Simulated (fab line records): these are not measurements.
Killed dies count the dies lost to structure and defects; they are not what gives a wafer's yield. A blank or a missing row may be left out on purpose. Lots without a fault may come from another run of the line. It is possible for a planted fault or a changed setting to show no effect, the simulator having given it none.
fab line records | flow gf180mcu
record lots=7 wafers=21 last-day=34
route steps=602 shown VT_IMPLANT@94
lots untouched by any fault: they come from a run of this same line in which no faults occurred
start-h: start of the lot's first displayed wafer, in hours after the record's first day | wait-h: hours since the lot's step before | " as in the row above | L1.1+2: one row covering several wafers at once | - no value, or no start was given | * or withheld: withheld | < > ~ a bound
route shown NAME@n: NAME is a module with steps in the file, n the number in the route of the first one | usual: average and standard deviation across the fault-free wafers | same: alike in all rows | chamber/n: place in a boat | sites: each site's reading | _std_site: standard deviation of those values | _edge_site: outer sites' mean less inner sites' | radius-mm: how far each site lies from the wafer's centre | mask NAME#n: copy n | behind: the tool/chamber that last shaped the wafer | hold: why the lot was held/for how many hours/how that ended | device: names the non-switching transistor (n, p or np) | end of line: tests of these same wafers at the route's end | for a step that has no rows: nothing shown but its recipe | killed: dies lost to structure and defects at the first sort, not the wafer's yield | map: a wafer's dies, x killed, . not, _ none there
set.NAME: the run value of the setting; set.NAME@STEP: its run value at that earlier step | model.NAME: the simulator's own value behind a step, which no gauge read
lots at some steps of the route; a table a step, a row a wafer
services: a tool's chamber out of use, with start hour (start-h, from the record's first day; less than 0 if before it), hours out, and reason
## steps
# step GF_VT_IMPLANT_EXPOSE_04
# recipe mask-id=LVPWELL_LV_AREA target-cd-nm=600 na=0.6 source-shape=conventional sigma-outer=0.6 dose-mj=140
# step GF_VT_IMPLANT_PEB_05
# recipe temp-c=withheld time-s=* resist=NOVOLAK
# step GF_VT_IMPLANT_DEVELOP_06
# recipe develop-time-s=60 dev-temp-c=23
# step GF_VT_IMPLANT_OVL_MEAS_07
# usual VT_IMPLANT_OVL=0.5/1.4
# columns lot.wafer tool chamber start-h wait-h VT_IMPLANT_OVL[nm]
L388.1 overlay-02 - 124.31 0.1 1.9
L388.4 " - " " 1.2
L388.6 " - " " -0.3
L396.3 overlay-01 - 172.42 0.1 1.3
L396.5 " - " " 1.0
L396.6 " - " " 2.3
L397.1 overlay-01 - 176.65 0.1 1.9
L397.3 " - " " 1.5
L397.5 " - " " 0.5
L398.3 overlay-01 - 186.77 0.1 1.5
L398.5 " - " " -1.7
L398.6 " - " " -0.1
L400.1 overlay-01 - 194.86 0.1 0.1
L400.2 " - " " -0.1
L400.3 " - " " 1.2
L401.3 overlay-01 - 202.57 0.1 1.4
L401.4 " - " " 1.6
L401.5 " - " " 1.0
L409.1 overlay-01 - 255.39 0.1 1.0
L409.2 " - " " 2.9
L409.6 " - " " 1.7
# step GF_VT_IMPLANT_IMPLANT_08
# recipe species=BF2 energy-kev=20 dose-cm2=8.29e+12 tilt-deg=7
# step GF_VT_IMPLANT_STRIP_09
# recipe chemistry=O2/N2 power-w=1400 pressure-mtorr=1500 platen-temp-c=250 o2-flow-sccm=3000 n2-flow-sccm=300 overash-fraction=0.5
# usual drypump-motor-current-A=5.7/0.54 heater-power-w=339/56 oes-product-au=0.716/0.0049 strip-time-to-endpoint-s=12.64/0.033
# same overash-fraction=0.5
# columns lot.wafer tool chamber start-h wait-h drypump-motor-current-A heater-power-w oes-product-au rf-hours-counter-h strip-time-to-endpoint-s
L388.1 plasma-asher-02 0 124.50 0.1 5.5 395 0.717 1 12.67
L388.4 " 0 " " 5.5 403 0.713 - 12.66
L388.6 " 1 " " 5.5 329 0.715 - 12.65
L396.3 plasma-asher-01 1 172.63 0.1 5.7 277 0.717 - 12.68
L396.5 " 1 " " 5.7 272 0.710 - 12.68
L396.6 " 0 " " 5.7 451 0.716 - 12.64
L397.1 plasma-asher-04 1 176.83 0.1 4.9 313 0.713 53 12.67
L397.3 " 1 " " 4.9 324 0.719 - 12.68
L397.5 " 1 " " 4.9 323 0.718 - 12.70
L398.3 plasma-asher-04 0 186.98 0.1 6.5 302 0.714 - 12.66
L398.5 " 1 " " 4.9 320 0.720 - 12.64
L398.6 " 0 " " 6.5 309 0.712 - 12.69
L400.1 plasma-asher-04 0 195.05 0.1 6.5 303 0.715 55 12.61
L400.2 " 1 " " 4.9 316 0.708 55 12.63
L400.3 " 0 " " 6.5 312 0.722 - 12.62
L401.3 plasma-asher-02 0 202.78 0.1 5.5 392 0.719 - 12.61
L401.4 " 1 " " 5.5 326 0.715 - 12.63
L401.5 " 1 " " 5.5 319 0.712 - 12.66
L409.1 plasma-asher-04 0 255.58 0.1 6.5 311 0.714 61 12.64
L409.2 " 1 " " 4.9 318 0.716 61 12.63
L409.6 " 1 " " 4.9 310 0.715 - 12.61
# step GF_VT_IMPLANT_TW_MEAS_10
# usual VT_IMPLANT_TW=563/3.3
# columns lot.wafer tool chamber start-h wait-h VT_IMPLANT_TW
L388.1 film-metro-04 - 124.60 0.1 555
L388.4 " - " " 558
L388.6 " - " " 557
L396.3 film-metro-01 - 172.72 0.1 562
L396.5 " - " " 565
L396.6 " - " " 562
L397.1 film-metro-03 - 176.93 0.1 562
L397.3 " - " " 566
L397.5 " - " " 563
L398.3 film-metro-04 - 187.07 0.1 561
L398.5 " - " " 559
L398.6 " - " " 563
L400.1 film-metro-01 - 195.15 0.1 563
L400.2 " - " " 564
L400.3 " - " " 567
L401.3 film-metro-04 - 202.87 0.1 558
L401.4 " - " " 561
L401.5 " - " " 563
L409.1 film-metro-01 - 255.68 0.1 563
L409.2 " - " " 561
L409.6 " - " " 560
# step GF_VT_IMPLANT_DEHYDRATE_11
# recipe temp-c=200 time-s=60
# step GF_VT_IMPLANT_HMDS_12
# recipe prime-time-s=60 prime-temp-c=120
# step GF_VT_IMPLANT_COAT_13
# recipe resist=NOVOLAK spin-rpm=3000 resist-thk-nm=1000
# step GF_VT_IMPLANT_SOFTBAKE_14
# recipe temp-c=90 time-s=60 resist=NOVOLAK
# step GF_VT_IMPLANT_EXPOSE_15
# recipe mask-id=Nwell_LV_AREA target-cd-nm=860 na=0.6 source-shape=conventional sigma-outer=0.6 dose-mj=140
# step GF_VT_IMPLANT_PEB_16
# recipe temp-c=withheld time-s=* resist=NOVOLAK
# usual chill-plate-temp-C=* exhaust-pa=45.0/0.88
# columns lot.wafer tool chamber start-h wait-h chill-plate-temp-C exhaust-pa
L388.1 litho-track-01 0 139.25 - * 45.1
L388.4 " 0 " " * 45.7
L388.6 " 0 " " * 45.6
L396.3 litho-track-01 - 188.85 - - -
L396.5 " - " " - -
L396.6 " - " " - -
L397.1 litho-track-02 - 193.22 - - -
L397.3 " - " " - -
L397.5 " - " " - -
L398.3 litho-track-01 - 203.30 - - -
L398.5 " - " " - -
L398.6 " - " " - -
L400.1 litho-track-03 0 212.61 - * 43.9
L400.2 " 0 " " * 45.8
L400.3 " 0 " " * 46.5
L401.3 litho-track-03 0 220.56 - * 45.2
L401.4 " 0 " " * 44.8
L401.5 " 0 " " * 44.4
L409.1 litho-track-03 0 274.31 - * 44.9
L409.2 " 0 " " * 45.3
L409.6 " 0 " " * 44.3
# step GF_VT_IMPLANT_DEVELOP_17
# recipe develop-time-s=60 dev-temp-c=23
## services
# columns tool chamber start-h hours kind
plasma-asher-02 - 108.75 9.0 pm
plasma-asher-02 0 108.75 9.0 vent-cycle
plasma-asher-02 1 108.75 9.0 vent-cycle
plasma-asher-02 0 117.75 - clean
plasma-asher-02 1 117.75 - clean
plasma-asher-02 - 118.11 1.0 repair
plasma-asher-02 - 127.68 4.3 pm
litho-track-01 - 129.75 - consumable-replace:filter
plasma-asher-02 - 186.24 2.8 repair
plasma-asher-02 - 193.88 1.9 repair
plasma-asher-01 - 204.84 0.4 repair
plasma-asher-02 - 205.76 2.7 repair
## key
first-sign step=GF_VT_IMPLANT_PEB_16 reading=tool-record direction=missing
effect none on later readings
met-at GF_VT_IMPLANT_PEB_16
struck-wafers L396.3,L396.5,L396.6,L397.1,L397.3,L397.5,L398.3,L398.5,L398.6
sort-left-out L396.3,L396.5,L396.6,L397.1,L397.3,L397.5,L398.3,L398.5,L398.6
tester-left-out L396,L397,L398
onset-between 139.25 188.85
fault kind=skipped-step-whole tool=litho-track-01,litho-track-02 chamber=- onset-h=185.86 steps=GF_VT_IMPLANT_PEB_16 scope=struck-lots-only
# tester-left-out: of these lots the tester's yield and bins aren't shown, on N5 and GAA mostly nor the transistor test; their killed dies are dies lost to structure and defects alone, not to doping, threshold or leakage, so they don't give the yield
# sort-left-out: the simulated sort isn't trusted on such a fault, so these wafers' sort isn't shown, and their yield isn't known
